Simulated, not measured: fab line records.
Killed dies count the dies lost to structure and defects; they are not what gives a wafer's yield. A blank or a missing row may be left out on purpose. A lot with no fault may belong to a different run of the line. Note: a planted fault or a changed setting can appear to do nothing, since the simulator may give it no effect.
Code-filled problem report in 8D (eight disciplines) form + flow sky130 + the parts of the form that need people (team, actions taken, sign-off) are left out

1. WHAT WENT WRONG
Mean of overpolish-run-s at SKY_VIA2_CMP_24: 0.042 s across 5 wafers in 3 lots; on wafers with no fault it is 20.000 s (standard deviation 0.0089). So: -99 or more standard deviations from the usual mean.
The step: polishes, stops on SiO2, t overpolish 20 s, target thk 0 nm.
The first sign was on wafer L646.4 at day 41 15:52, on cmp-02. The record has a number at this step for 45 wafers belonging to 15 lots. Rule for "out", or "out of limits": more than 4 standard deviations from the usual mean. All remaining wafers that have a number are taken as sound.

2. WHAT THIS IS AND IS NOT
| question                    | is                                     | is not                                                                    |
|-----------------------------|----------------------------------------|---------------------------------------------------------------------------|
| which readings at this step | overpolish-run-s, time-to-endpoint-s   | edge-zone-pressure-frac, motor-current-A, platen-rpm                      |
| which lots                  | L646, L647, L648                       | L632, L633, L634, L636, L637, L638, L639, L640, L641, L643, L644, L645    |
| which wafers of those lots  | L646.4, L647.1, L647.4, L648.4, L648.5 | L646.3, L646.6, L647.3, L648.2                                            |
| read on which tools         | cmp-02                                 | cmp-01                                                                    |
| when                        | from day 41 15:52                      | up to then (38 sound wafers); but 2 sound wafers of L647, L648 came after |

3. SUSPECTS, AND WHAT RULES EACH OUT
Counting: a tool at a process step up to the reading stays a suspect if it ran every lot that is out. Sound lots after the first of them don't rule it out here, since some wafers of a struck lot are sound.
- rie-metal-04 at SKY_METAL2_DESCUM_17 (chemistry O2, time 8 s): kept. It processed each lot that is out (first: L646, day 40 13:00); up to then, its last sound lot is L643 (day 39 01:44).
- cmp-02 at SKY_VIA2_CMP_24 (polishes, stops on SiO2, t overpolish 20 s, target thk 0 nm): kept. It processed each lot that is out (first: L646, day 41 15:52); up to then, its last sound lot is L645 (day 41 08:26). Out on those wafers are its own readings of overpolish-run-s, time-to-endpoint-s.
Left after counting: rie-metal-04 at SKY_METAL2_DESCUM_17, cmp-02 at SKY_VIA2_CMP_24.

4. THE CAUSE (what the simulator had put in)
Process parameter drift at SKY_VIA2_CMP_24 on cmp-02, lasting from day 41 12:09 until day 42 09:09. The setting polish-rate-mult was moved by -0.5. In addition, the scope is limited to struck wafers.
Counting left 2 suspects, and this tool is among them.

5. THE EFFECT CHAIN, in route order
Rows list readings where the struck wafers' mean (over those with a number) sits beyond 3 standard deviations from the usual. Only readings for which the record gives a usual standard deviation are gone through. hours: the time from each lot's start at the first step in this table that gives one to its start at this step, as a median over the lots. sigmas: the change in usual standard deviations.
| hours | step            | reading            | usual    | on struck wafers | change  | sigmas      |
|-------|-----------------|--------------------|----------|------------------|---------|-------------|
| 0     | SKY_VIA2_CMP_24 | overpolish-run-s   | 20.000 s | 0.042            | -19.958 | -99 or more |
| 0     | SKY_VIA2_CMP_24 | time-to-endpoint-s | 102 s    | 158              | +56     | +11         |
Process steps it contains:
- SKY_VIA2_CMP_24: polishes, stops on SiO2, t overpolish 20 s, target thk 0 nm.

6. WHAT WOULD HAVE CAUGHT IT SOONER
In this record no reading fell out of limits until day 41 15:52, 4 hours after the fault had begun at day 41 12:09.
